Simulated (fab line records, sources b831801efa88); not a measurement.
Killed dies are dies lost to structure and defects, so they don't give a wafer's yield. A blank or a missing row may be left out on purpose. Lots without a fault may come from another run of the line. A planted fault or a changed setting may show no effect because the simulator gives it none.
A struck lot beside a sound one | flow sfq_line | 15 steps out of a route of 325
Sound: wafers L367.2, L367.4, L367.5. Struck: wafers L373.2, L373.3, L373.5. The cause comes at the end.
At each step with rows: each side's tool, then ch and its chambers, then its first start. Under that, the readings that differ: sound wafers | struck wafers | difference of the means | sigmas: that difference in standard deviations of wafers without a fault.
alike: readings whose means differ by less than 2 such deviations, and words and numbers that are the same on both sides. not compared: withheld readings, readings that some wafer has no value for, bounds like >300 that may hide the same value, and numbers for which the record gives no deviation and whose values overlap.
The two part at a step that has a row with sigmas, a row that says differs or no value, or rows on one side only. Numbers that don't overlap but have no deviation are shown without sigmas and don't part them. A reading that every wafer of one side lacks parts them only if that side has two wafers or more.

SFQ_TRILAYER_JJ_CE_BARC_OPEN_RIE_150: chemistry O2, target BARC, target depth 240 nm, time 80 s.
  sound on rie_metal-01 ch 0,1, day 54 02:46; struck on rie_metal-02 ch 0,1, day 63 21:40
  alike: bias_w, drypump_motor_current_A, oes_product_au
  not compared: rf_hours_counter_h
SFQ_TRILAYER_JJ_CE_ETCH_RIE_118: chemistry SF6, target Nb, stops on Al2O3, time 97.7 s, target depth 170 nm.
  sound on rie_metal-01 ch 0,1, day 54 02:51; struck on rie_metal-02 ch 0,1, day 63 21:46
  alike: bias_w, drypump_motor_current_A, oes_product_au
  not compared: rf_hours_counter_h
then, 1 step without rows for these wafers: SFQ_TRILAYER_JJ_ANODIZE_ANODIZE_119.
SFQ_TRILAYER_JJ_CE_STRIP_STRIP_120: strips in O2.
  sound on rie_metal-02 ch 0,1, day 54 03:30; struck on rie_metal-02 ch 0,1, day 63 22:22
  alike: drypump_motor_current_A, oes_product_au
  not compared: rf_hours_counter_h
then, 7 steps without rows for these wafers: SFQ_TRILAYER_JJ_CE_STRIP_SOLV_CLEAN_121 (cleans in NMP, time 600 s); SFQ_TRILAYER_M5_LITHO_COAT_128 (resist thk 62 nm); SFQ_TRILAYER_M5_LITHO_COAT_123 (resist thk 600 nm); SFQ_TRILAYER_M5_LITHO_SOFTBAKE_127; SFQ_TRILAYER_M5_LITHO_EXPOSE_124 (exposes mask M5, target cd 700 nm); SFQ_TRILAYER_M5_LITHO_PEB_126 (peb time 60 s); SFQ_TRILAYER_M5_LITHO_DEVELOP_125 (time 60 s).
SFQ_M5_OVL_MEAS_932:
  sound on overlay-02, day 58 18:19; struck on overlay-02, day 64 16:53
  alike: M5_OVL
SFQ_TRILAYER_M5_BARC_OPEN_METAL_ETCH_161: etches BARC in O2, target depth 125 nm, time 41.7 s.
  sound on rie_metal-04 ch 0,1, day 58 18:21; struck on rie_metal-04 ch 0, day 64 16:55
  reading                                             | sound             | struck            | difference | sigmas
  oes_product_au (a.u.)                               | 0.693 0.686 0.684 | 0.611 0.607 0.615 | -0.077     | -17
  run_length_s (s)                                    | 70.1 70.5 70.1    | 82.4 82.6 82.1    | +12.1      | +25
  model.KrF_of_TRILAYER_M5_LITHO_COAT_123.thk_nm (nm) | 521.3 522.8 524.4 | 508.7 510.3 510.4 | -13.0      |
  alike: bias_w, drypump_motor_current_A
  not compared: rf_hours_counter_h
SFQ_TRILAYER_M5_ETCH_METAL_ETCH_126: etches Nb in Cl2/BCl3, stops on SiO2, time 203.2 s, target depth 265 nm.
  sound on rie_metal-04 ch 0,1, day 58 18:25; struck on rie_metal-04 ch 0, day 64 16:59
  reading                                             | sound             | struck            | difference | sigmas
  model.KrF_of_TRILAYER_M5_LITHO_COAT_123.thk_nm (nm) | 373.4 372.2 374.8 | 360.5 362.2 361.1 | -12.2      |
  alike: bias_w, drypump_motor_current_A, oes_product_au, run_length_s
  not compared: rf_hours_counter_h
SFQ_TRILAYER_M5_STRIP_STRIP_127: strips in O2.
  sound on rie_metal-04 ch 0,1, day 58 18:37; struck on rie_metal-04 ch 0, day 64 17:10
  alike: drypump_motor_current_A, oes_product_au
  not compared: rf_hours_counter_h

WHERE THEY PART
Only at SFQ_TRILAYER_M5_BARC_OPEN_METAL_ETCH_161, within this record. Later steps at which nothing parts them and some readings are alike: SFQ_TRILAYER_M5_ETCH_METAL_ETCH_126, SFQ_TRILAYER_M5_STRIP_STRIP_127.

WHY: what the simulator had put in
Process parameter drift: rie_metal-04, from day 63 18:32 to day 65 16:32, at SFQ_TRILAYER_M5_BARC_OPEN_METAL_ETCH_161. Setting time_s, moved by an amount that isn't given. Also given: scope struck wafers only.
